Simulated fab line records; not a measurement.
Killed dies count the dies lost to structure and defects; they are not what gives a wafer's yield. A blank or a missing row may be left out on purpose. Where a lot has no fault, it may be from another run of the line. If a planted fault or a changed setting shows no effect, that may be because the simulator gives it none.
Chamber matching	flow sky130	SKY_VIA3_CMP_02 on cmp-02: 4 sister chambers
The step polishes SiO2. 4 wafers are shown with their chamber, then 10 later ones without.

WAFERS, EACH WITH ITS CHAMBER
wafer	chamber	motor current A (A)
L091.2	0	11.1
L091.3	3	10.2
L088.1	2	12.2
L088.4	1	12.9

WAFERS MISSING THEIR CHAMBER
wafer	motor current A (A)
L088.5	11.0
L092.1	12.5
L092.3	12.0
L092.4	10.4
L095.3	12.4
L095.4	11.0
L095.6	10.8
L096.1	12.5
L096.2	11.8
L096.3	10.4

CHAMBER TAKEN BY EACH
wafer	from the rows above	in truth
L088.5	0	0
L092.1	can't be placed: 2 or 1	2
L092.3	2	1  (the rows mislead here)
L092.4	3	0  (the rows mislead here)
L095.3	can't be placed: 2 or 1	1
L095.4	0	0
L095.6	can't be placed: 0 or 3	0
L096.1	can't be placed: 2 or 1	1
L096.2	can't be placed: 2 or 0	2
L096.3	3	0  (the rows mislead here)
Correct placement for 2 of the 10. Not placeable from these rows: 5 (in 5, the candidates include the true chamber). Wrongly placed: 3.
How it was worked out, from the rows above alone: a wafer's distance from a chamber is the root of the sum, over the readings, of the square of ((its reading less the chamber's mean) divided by the reading's scatter). If the next closest chamber is less than 2 further off than the closest, the wafer can't be placed; otherwise it belongs to the closest. Each chamber's mean is taken over the wafers shown for it. The scatter (one wafer shown for each chamber): square how far every hidden wafer sits from the nearest shown wafer, average those squares and take the square root.
